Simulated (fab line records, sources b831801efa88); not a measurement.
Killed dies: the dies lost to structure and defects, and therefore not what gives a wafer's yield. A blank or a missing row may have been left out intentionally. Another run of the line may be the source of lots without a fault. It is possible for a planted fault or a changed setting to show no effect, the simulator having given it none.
fab line records	flow sky130
[record] lots = 11	wafers = 33	lastDay = 49
route steps=708 shown FIELD_ISO@16 NWELL@64
lots untouched by any fault: they come from a run of this same line in which no faults occurred
startH: start of the lot's first displayed wafer, in hours after the record's first day	waitH: how many hours have passed since the lot's step before this one	" as in the row above	L1.1+2: a single row standing in for several wafers	- no value present, or no start provided	* or withheld: withheld	< > ~ a bound
route shown NAME@n: a module of which the file shows steps, and the number in the route of the first	usual: mean/standard deviation taken from wafers without a fault	same: alike in all rows	chamber/n: place in a boat	sites: the reading at each site	_std_site: standard deviation of those values	_edge_site: outer sites' mean less inner sites'	radiusMm: how far each site lies from the wafer's centre	mask NAME#n: copy n	behind: the most recent tool/chamber to have shaped the wafer	hold: why the lot went on hold/how many hours it stayed there/how the hold came to an end	device: transistor that didn't switch, given as n, p or np	end of line: the tests these same wafers got at the end of their route	a step with no rows: only its recipe	killed: dies that structure and defects cost at the first sort, which is not the same as the wafer's yield	map: a wafer's dies, marking killed ones x, the rest . and places with no die _
set.NAME: setting as actually run; set.NAME@STEP: the setting as run at that earlier step	model.NAME: the simulator's own value behind a step, which no gauge read
one table for each step of the route and one row for each wafer, over a sample of lots
services: a tool's chamber out of use, with start hour (startH, from the record's first day; less than 0 if before it), hours out, and reason
[[steps]]
[step SKY_FIELD_ISO_ETCH_15]
[recipe] chemistry = CHF3/O2	targetDepthNm = 180	stopOn = Si	sourceW = 600	biasW = 200	pressureMtorr = 40	chf3FlowSccm = 50	O2_flow_sccm = 5	timeS = 72
[usual] drypumpMotorCurrentA = 5.6/0.39	oesProductAu = 0.945/0.0067	throttleValvePct = 8.844/0.0089
[same] timeS = 72
lot.wafer	tool	chamber	startH	waitH	drypumpMotorCurrentA	oesProductAu	rfHoursCounterH	throttleValvePct
L819.2	rieDiel-03	3	33.95	0.0	5.9	0.953	134	8.846
L819.3	"	2	"	"	5.5	0.945	2	8.841
L819.5	"	3	"	"	5.9	0.946	-	8.843
L820.4	rieDiel-01	0	38.17	0.0	6.2	0.940	107	8.845
L820.5	"	2	"	"	5.8	0.944	-	8.862
L820.6	"	1	"	"	5.7	0.950	-	8.847
L821.1	rieDiel-02	1	45.94	0.0	5.2	0.953	94	8.857
L821.2	"	3	"	"	5.2	0.960	20	8.844
L821.6	"	3	"	"	5.2	0.949	-	8.860
L822.2	rieDiel-01	3	56.75	0.0	5.8	0.938	53	8.843
L822.3	"	1	"	"	5.8	0.948	5	8.818
L822.4	"	0	"	"	6.2	0.944	-	8.841
L824.2	rieDiel-02	2	66.75	0.0	5.5	0.940	3	8.848
L824.5	"	0	"	"	6.5	0.951	-	8.855
L824.6	"	3	"	"	5.2	0.947	-	8.853
L825.1	rieDiel-03	0	66.87	0.0	5.3	0.934	160	8.842
L825.4	"	1	"	"	5.0	0.930	124	8.832
L825.6	"	1	"	"	5.1	0.939	-	8.832
L826.1	rieDiel-03	1	75.29	0.0	5.0	0.943	124	8.844
L826.5	"	1	"	"	5.0	0.952	-	8.849
L826.6	"	0	"	"	5.3	0.946	-	8.846
L827.2	rieDiel-03	0	78.17	0.0	5.3	0.938	161	8.838
L827.3	"	1	"	"	5.0	0.942	125	8.832
L827.5	"	1	"	"	5.0	0.940	-	8.849
L828.3	rieDiel-01	2	80.72	0.0	5.8	0.944	64	8.830
L828.4	"	1	"	"	5.8	0.942	6	8.848
L828.6	"	1	"	"	5.8	0.946	-	8.866
L832.1	rieDiel-01	3	102.74	0.0	5.8	0.944	54	8.842
L832.3	"	1	"	"	5.8	0.934	6	8.840
L832.5	"	0	"	"	6.2	0.942	-	8.855
L833.3	rieDiel-01	1	108.17	0.0	5.8	0.933	7	8.846
L833.4	"	0	"	"	6.2	0.953	108	8.855
L833.6	"	1	"	"	5.8	0.952	-	8.830
[step SKY_FIELD_ISO_STRIP_16]
[recipe] chemistry = O2/N2	powerW = 1400	pressureMtorr = 1500	platenTempC = withheld	o2FlowSccm = 3000	n2FlowSccm = 300	overashFraction = 0.5
[usual] drypumpMotorCurrentA = 5.6/0.62	n2FlowSccm = 300.1/0.83	oesProductAu = 0.377/0.0052	stripTimeToEndpointS = 3.53/0.05
lot.wafer	tool	chamber	startH	waitH	drypumpMotorCurrentA	n2FlowSccm	oesProductAu	rfHoursCounterH	stripTimeToEndpointS
L819.2	plasmaAsher-03	1	34.01	0.0	6.3	299.5	0.376	36	3.48
L819.3	"	1	"	"	6.3	299.4	0.369	-	3.47
L819.5	"	0	"	"	4.9	300.4	0.381	-	3.51
L820.4	plasmaAsher-01	1	38.26	0.1	5.6	300.6	0.375	-	3.51
L820.5	"	0	"	"	6.4	300.3	0.377	-	3.58
L820.6	"	1	"	"	5.6	301.6	0.372	-	3.52
L821.1	plasmaAsher-02	1	46.00	0.0	5.4	300.7	0.371	38	3.47
L821.2	"	0	"	"	4.9	300.6	0.374	38	3.54
L821.6	"	1	"	"	5.4	299.9	0.370	-	3.56
L822.2	plasmaAsher-01	1	56.81	0.0	5.6	299.3	0.379	36	3.51
L822.3	"	1	"	"	5.6	300.2	0.377	-	3.53
L822.4	"	0	"	"	6.3	299.4	0.380	-	3.54
L824.2	plasmaAsher-01	1	66.81	0.0	5.6	300.4	0.380	37	3.47
L824.5	"	1	"	"	5.6	300.5	0.380	-	3.55
L824.6	"	0	"	"	6.4	301.2	0.375	-	3.52
L825.1	plasmaAsher-02	1	66.92	0.0	5.4	299.1	0.382	40	3.56
L825.4	"	1	"	"	5.4	299.2	0.384	-	3.61
L825.6	"	0	"	"	4.9	298.4	0.379	-	3.58
L826.1	plasmaAsher-03	0	75.35	0.0	4.9	299.3	0.379	41	3.61
L826.5	"	1	"	"	6.3	300.9	0.386	-	3.59
L826.6	"	0	"	"	4.9	299.0	0.375	-	3.55
L827.2	plasmaAsher-02	1	78.22	0.0	5.4	299.9	0.385	41	3.53
L827.3	"	0	"	"	4.9	298.7	0.377	-	3.63
L827.5	"	0	"	"	4.9	300.4	0.380	-	3.61
L828.3	plasmaAsher-03	1	80.81	0.1	6.3	298.5	0.373	-	3.59
L828.4	"	0	"	"	4.9	301.3	0.386	-	3.54
L828.6	"	0	"	"	4.9	300.2	0.381	-	3.52
L832.1	plasmaAsher-03	0	102.80	0.0	4.9	300.5	0.375	44	3.48
L832.3	"	0	"	"	4.9	300.2	0.373	-	3.52
L832.5	"	1	"	"	6.3	298.8	0.380	-	3.49
L833.3	plasmaAsher-02	1	108.26	0.1	5.4	298.9	0.365	-	3.52
L833.4	"	0	"	"	4.9	300.5	0.376	-	3.49
L833.6	"	0	"	"	4.9	301.9	0.379	-	3.51
[step SKY_NWELL_IMPLANT_11]
[recipe] species = P	energyKev = 400	doseCm2 = 1.9e+13	tiltDeg = withheld
[usual] beamEnergyKeV = 399.98/0.13	beamOnS = 10.00/0.21
[same] implantIonAmu = 31
lot.wafer	tool	chamber	startH	waitH	beamEnergyKeV	beamOnS
L819.2	implanter-02	0	103.70	0.0	399.83	9.90
L819.3	"	0	"	"	400.06	9.89
L819.5	"	0	"	"	399.95	10.01
L820.4	implanter-03	0	111.28	0.1	400.17	9.62
L820.5	"	0	"	"	400.02	10.25
L820.6	"	0	"	"	400.05	9.74
L821.1	implanter-01	0	114.32	0.0	399.87	9.93
L821.2	"	0	"	"	399.98	10.06
L821.6	"	0	"	"	399.82	10.16
L822.2	implanter-01	0	117.17	0.0	399.91	10.16
L822.3	"	0	"	"	399.88	10.28
L822.4	"	0	"	"	400.02	9.97
L824.2	implanter-03	0	127.95	0.0	399.95	9.82
L824.5	"	0	"	"	399.98	9.95
L824.6	"	0	"	"	399.98	10.11
L825.1	implanter-02	0	128.60	0.0	400.02	10.18
L825.4	"	0	"	"	400.09	9.99
L825.6	"	0	"	"	399.85	10.01
L826.1	implanter-03	0	138.77	0.0	399.86	9.98
L826.5	"	0	"	"	400.05	9.64
L826.6	"	0	"	"	399.97	10.06
L827.2	implanter-02	0	144.32	0.0	399.86	9.96
L827.3	"	0	"	"	399.96	9.57
L827.5	"	0	"	"	399.87	10.25
L828.3	implanter-03	0	146.44	0.1	400.27	10.12
L828.4	"	0	"	"	400.21	10.05
L828.6	"	0	"	"	400.13	9.84
L832.1	implanter-01	0	166.19	0.0	331.23	10.12
L832.3	"	0	"	"	331.22	9.97
L832.5	"	0	"	"	331.09	10.00
L833.3	implanter-01	0	174.34	0.1	331.01	10.05
L833.4	"	0	"	"	331.26	9.68
L833.6	"	0	"	"	331.32	10.04
[step SKY_NWELL_TW_MEAS_15]
[usual] NWELL_TW = 1816/17
lot.wafer	tool	chamber	startH	waitH	NWELL_TW
L819.2	filmMetro-03	-	104.23	0.1	1843
L819.3	"	-	"	"	1845
L819.5	"	-	"	"	1851
L820.4	filmMetro-03	-	111.78	0.1	1846
L820.5	"	-	"	"	1841
L820.6	"	-	"	"	1834
L821.1	filmMetro-03	-	114.87	0.1	1831
L821.2	"	-	"	"	1842
L821.6	"	-	"	"	1845
L822.2	filmMetro-02	-	117.70	0.1	1821
L822.3	"	-	"	"	1811
L822.4	"	-	"	"	1808
L824.2	filmMetro-02	-	128.48	0.1	1788
L824.5	"	-	"	"	1780
L824.6	"	-	"	"	1795
L825.1	filmMetro-02	-	129.15	0.1	1786
L825.4	"	-	"	"	1798
L825.6	"	-	"	"	1796
L826.1	filmMetro-04	-	139.32	0.1	1844
L826.5	"	-	"	"	1835
L826.6	"	-	"	"	1827
L827.2	filmMetro-03	-	144.85	0.1	1824
L827.3	"	-	"	"	1825
L827.5	"	-	"	"	1830
L828.3	filmMetro-04	-	146.96	0.1	1815
L828.4	"	-	"	"	1830
L828.6	"	-	"	"	1830
L832.1	filmMetro-02	-	166.74	0.1	1773
L832.3	"	-	"	"	1773
L832.5	"	-	"	"	1768
L833.3	filmMetro-02	-	174.86	0.1	1758
L833.4	"	-	"	"	1766
L833.6	"	-	"	"	1756
[step SKY_NWELL_RTA_28]
[recipe] tempC = 1050	timeS = 30	idleTempC = 650	rampUpCPerS = 150	rampDownCPerS = 90	ambient = N2
[usual] chamberO2Ppm = 2.002/0.021	lampPowerPct = 25.31/0.057	rampDownCPerS = 89.999/0.016	wafer_temp_C_max = 1054.9/0.94
[same] timeS = 30
lot.wafer	tool	chamber	startH	waitH	chamberO2Ppm	lampPowerPct	rampDownCPerS	wafer_temp_C_max
L819.2	rtpAnneal-01	0	122.87	0.0	1.994	25.39	89.976	1056.5
L819.3	"	0	"	"	1.972	25.23	90.010	1054.7
L819.5	"	0	"	"	1.992	25.28	89.992	1054.8
L820.4	rtpAnneal-01	0	131.06	0.1	1.978	25.30	90.005	1054.9
L820.5	"	0	"	"	1.980	25.33	89.995	1054.9
L820.6	"	0	"	"	1.987	25.36	90.011	1055.2
L821.1	rtpAnneal-02	0	134.55	0.0	2.009	25.31	90.018	1056.1
L821.2	"	0	"	"	2.022	25.32	90.013	1056.0
L821.6	"	0	"	"	2.020	25.35	89.979	1055.2
L822.2	rtpAnneal-01	0	137.02	0.0	2.033	25.26	90.010	1055.3
L822.3	"	0	"	"	2.007	25.38	89.994	1054.7
L822.4	"	0	"	"	2.033	25.40	90.006	1055.2
L824.2	rtpAnneal-01	0	147.77	0.0	1.991	25.35	90.004	1053.8
L824.5	"	0	"	"	1.990	25.26	90.000	1055.2
L824.6	"	0	"	"	2.014	25.24	90.011	1055.6
L825.1	rtpAnneal-02	0	148.58	0.0	1.959	25.21	90.004	1055.4
L825.4	"	0	"	"	1.978	25.30	89.986	1055.2
L825.6	"	0	"	"	1.970	25.28	89.976	1054.3
L826.1	rtpAnneal-02	0	158.88	0.0	2.020	25.33	89.995	1053.5
L826.5	"	0	"	"	2.051	25.24	90.017	1057.1
L826.6	"	0	"	"	1.994	25.33	90.001	1054.6
L827.2	rtpAnneal-01	0	165.18	0.0	2.000	25.34	90.006	1054.5
L827.3	"	0	"	"	2.028	25.27	89.971	1055.0
L827.5	"	0	"	"	2.014	25.29	89.991	1054.3
L828.3	rtpAnneal-02	0	167.50	0.0	2.046	25.37	89.983	1053.6
L828.4	"	0	"	"	2.047	25.38	90.019	1054.5
L828.6	"	0	"	"	2.025	25.36	90.005	1055.4
L832.1	rtpAnneal-01	0	187.60	0.0	1.981	25.40	90.006	1055.6
L832.3	"	0	"	"	1.984	25.35	90.004	1056.4
L832.5	"	0	"	"	1.993	25.29	89.974	1053.7
L833.3	rtpAnneal-02	0	196.02	0.0	2.038	25.27	89.975	1053.7
L833.4	"	0	"	"	1.964	25.42	90.004	1056.0
L833.6	"	0	"	"	1.984	25.33	89.992	1055.3
[step SKY_NWELL_RS_MEAS_29]
[recipe] thkMeasGauge = four-point-probe
[usual] NWELL_RS = 625.6/1.9
lot.wafer	tool	chamber	startH	waitH	NWELL_RS[ohm/sq]
L819.2	filmMetro-04	-	122.97	0.1	625.7
L819.3	"	-	"	"	623.8
L819.5	"	-	"	"	623.0
L820.4	filmMetro-03	-	131.17	0.1	622.0
L820.5	"	-	"	"	623.3
L820.6	"	-	"	"	622.0
L821.1	filmMetro-04	-	134.65	0.1	625.2
L821.2	"	-	"	"	625.0
L821.6	"	-	"	"	624.1
L822.2	filmMetro-02	-	137.12	0.1	623.7
L822.3	"	-	"	"	623.7
L822.4	"	-	"	"	620.7
L824.2	filmMetro-03	-	147.87	0.1	627.7
L824.5	"	-	"	"	627.0
L824.6	"	-	"	"	627.0
L825.1	filmMetro-02	-	148.68	0.1	624.8
L825.4	"	-	"	"	623.8
L825.6	"	-	"	"	622.9
L826.1	filmMetro-02	-	158.98	0.1	625.8
L826.5	"	-	"	"	626.4
L826.6	"	-	"	"	625.7
L827.2	filmMetro-04	-	165.29	0.1	627.3
L827.3	"	-	"	"	627.7
L827.5	"	-	"	"	625.7
L828.3	filmMetro-04	-	167.60	0.1	627.4
L828.4	"	-	"	"	625.6
L828.6	"	-	"	"	628.7
L832.1	filmMetro-02	-	187.70	0.1	652.4
L832.3	"	-	"	"	652.2
L832.5	"	-	"	"	652.8
L833.3	filmMetro-04	-	196.12	0.1	656.8
L833.4	"	-	"	"	657.3
L833.6	"	-	"	"	657.2
[[services]]
tool	chamber	startH	hours	kind
rieDiel-01	1	18.14	4.7	repair
implanter-02	-	46.40	3.6	repair
rieDiel-01	2	52.23	9.1	repair
rieDiel-02	-	74.72	14.6	pm
rieDiel-02	-	95.29	1.7	repair
plasmaAsher-03	-	108.75	9.0	pm
plasmaAsher-03	0	108.75	9.0	ventCycle
plasmaAsher-03	1	108.75	9.0	ventCycle
implanter-02	-	110.16	1.5	repair
plasmaAsher-03	-	110.28	3.5	repair
plasmaAsher-03	0	117.75	-	clean
plasmaAsher-03	1	117.75	-	clean
rieDiel-03	0	119.54	-	clean
rieDiel-03	0	119.54	18.8	scheduledDown
rieDiel-03	0	119.54	18.8	ventCycle
implanter-03	-	127.09	0.7	repair
rieDiel-01	2	143.76	25.7	repair
plasmaAsher-02	-	153.70	0.9	repair
rieDiel-03	0	154.99	15.1	repair
rieDiel-01	3	175.74	9.4	repair
rieDiel-01	1	179.56	6.2	repair
plasmaAsher-02	-	184.78	1.8	repair
[[key]]
[firstSign] step = SKY_NWELL_IMPLANT_11	reading = beamEnergyKeV	direction = down	sigmas = 99+	usual = *	struck = *
[effect] step = SKY_NWELL_TW_MEAS_15	reading = NWELL_TW	direction = down	sigmas = 2.9	usual = 1816	struck = 1766
[effect] step = SKY_NWELL_RS_MEAS_29	reading = NWELL_RS	direction = up	sigmas = 15	usual = 625.6	struck = 654.8
metAt SKY_NWELL_IMPLANT_11
struckLots L832,L833
rowsEnd L832.1,L832.3,L832.5
testerLeftOut L833
notActingAt SKY_FIELD_ISO_ETCH_15,SKY_FIELD_ISO_STRIP_16,SKY_NWELL_RTA_28
onsetBetween 117.17 166.19
[fault] kind = processParameterDrift	tool = implanter-01	chamber = -	onsetH = 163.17	steps = SKY_NWELL_IMPLANT_11	channel = energyKev	offset = *	shape = step	endH = 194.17	actsIn = *	stated = *
// testerLeftOut: of these lots the tester's yield and bins aren't shown, on N5 and GAA mostly nor the transistor test; their killed dies are dies lost to structure and defects alone, not to doping, threshold or leakage, so they don't give the yield
// rowsEnd: these wafers met a further fault down the route, and their rows from its step on are left out
